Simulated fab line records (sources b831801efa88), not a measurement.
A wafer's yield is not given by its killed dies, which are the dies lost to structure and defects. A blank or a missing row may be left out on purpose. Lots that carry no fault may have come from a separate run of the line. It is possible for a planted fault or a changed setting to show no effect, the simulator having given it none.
Which tool is to blame? | flow gf180mcu | Sampling: 11 lots, 33 wafers, 4 of 602 route steps

## WHAT THE GAUGES SHOWED, per wafer
GF_PSD_TW_MEAS_11.
lot  | measured     | on            | PSD_TW
L296 | day 14 01:59 | film metro-02 | 3168 3180 3168
L297 | day 14 11:43 | film metro-03 | 3198 3205 3197
L298 | day 15 01:41 | film metro-02 | 3208 3207 3196
L300 | day 15 10:58 | film metro-02 | 3198 3185 3194
L301 | day 16 01:56 | film metro-02 | 3183 3197 3168
L302 | day 16 08:38 | film metro-02 | 3178 3180 3186
L303 | day 17 00:52 | film metro-03 | 3182 3171 3170
L305 | day 17 21:47 | film metro-02 | 3191 3179 3178
L306 | day 18 16:18 | film metro-02 | 3169 3184 3169
L310 | day 20 08:11 | film metro-01 | 3365 3375 3354
L313 | day 20 23:32 | film metro-02 | 3299 3315 3305

## WHAT TOOL EACH LOT RAN ON (gives the tool, then ch and the chambers of the sampled wafers, and finally the start)
lot  | GF_HV_LDD_STRIP_37                   | GF_PSD_IMPLANT_09               | GF_PSD_STRIP_10
L296 | plasma asher-02 ch 0,1, day 11 11:40 | implanter-04 ch 0, day 14 01:44 | plasma asher-03 ch 0,1, day 14 01:52
L297 | plasma asher-02 ch 0,1, day 11 20:07 | implanter-04 ch 0, day 14 11:28 | plasma asher-03 ch 0,1, day 14 11:37
L298 | plasma asher-01 ch 0,1, day 12 09:49 | implanter-04 ch 0, day 15 01:27 | plasma asher-03 ch 0,1, day 15 01:35
L300 | plasma asher-04 ch 0,1, day 12 17:34 | implanter-04 ch 0, day 15 10:43 | plasma asher-01 ch 0,1, day 15 10:52
L301 | plasma asher-04 ch 1, day 13 08:37   | implanter-01 ch 0, day 16 01:42 | plasma asher-01 ch 0,1, day 16 01:50
L302 | plasma asher-01 ch 0,1, day 13 14:10 | implanter-03 ch 0, day 16 08:23 | plasma asher-02 ch 0,1, day 16 08:31
L303 | plasma asher-04 ch 0, day 14 04:43   | implanter-03 ch 0, day 17 00:37 | plasma asher-01 ch 0,1, day 17 00:46
L305 | plasma asher-02 ch 0,1, day 14 23:42 | implanter-04 ch 0, day 17 21:34 | plasma asher-03 ch 0,1, day 17 21:42
L306 | plasma asher-02 ch 0,1, day 15 17:36 | implanter-03 ch 0, day 18 16:05 | plasma asher-01 ch 0,1, day 18 16:12
L310 | plasma asher-01 ch 0,1, day 17 04:31 | implanter-03 ch 0, day 20 07:57 | plasma asher-02 ch 0,1, day 20 08:04
L313 | plasma asher-01 ch 0,1, day 17 21:25 | implanter-03 ch 0, day 20 23:18 | plasma asher-02 ch 0,1, day 20 23:25
- GF_HV_LDD_STRIP_37: strips in O2/N2.
- GF_PSD_IMPLANT_09
- GF_PSD_STRIP_10: strips in O2/N2.

## THE ANSWER, worked out from the rows above alone
Rule: the usual values come from the lots themselves. The widest of any qualifying gaps counts: lots, ordered by their means at a reading, are off when they make up no more than a third of the lots, leave a main group of 4 or more, and stand apart from it by 3 or more times the standard deviation of that group's means. The tables above print the reading to a certain number of digits; a main group whose means all agree to those digits is not used. Also off: a lot with no number at a reading for which 4 or more lots have one. All remaining lots with rows at the step are treated as sound.
Off: at GF_PSD_TW_MEAS_11 (PSD_TW), L310, L313. The main group: mean 3185, standard deviation 11.
A tool fits if, at a process step before that reading, it ran every lot that is off, and no sound lot after the first of them. The gauges at GF_PSD_TW_MEAS_11 are tried like those tools. Can't be told from this: 3 tools fit, plasma asher-01 at GF_HV_LDD_STRIP_37, implanter-03 at GF_PSD_IMPLANT_09, plasma asher-02 at GF_PSD_STRIP_10.

## WHAT HAD BEEN PUT IN BY THE SIMULATOR
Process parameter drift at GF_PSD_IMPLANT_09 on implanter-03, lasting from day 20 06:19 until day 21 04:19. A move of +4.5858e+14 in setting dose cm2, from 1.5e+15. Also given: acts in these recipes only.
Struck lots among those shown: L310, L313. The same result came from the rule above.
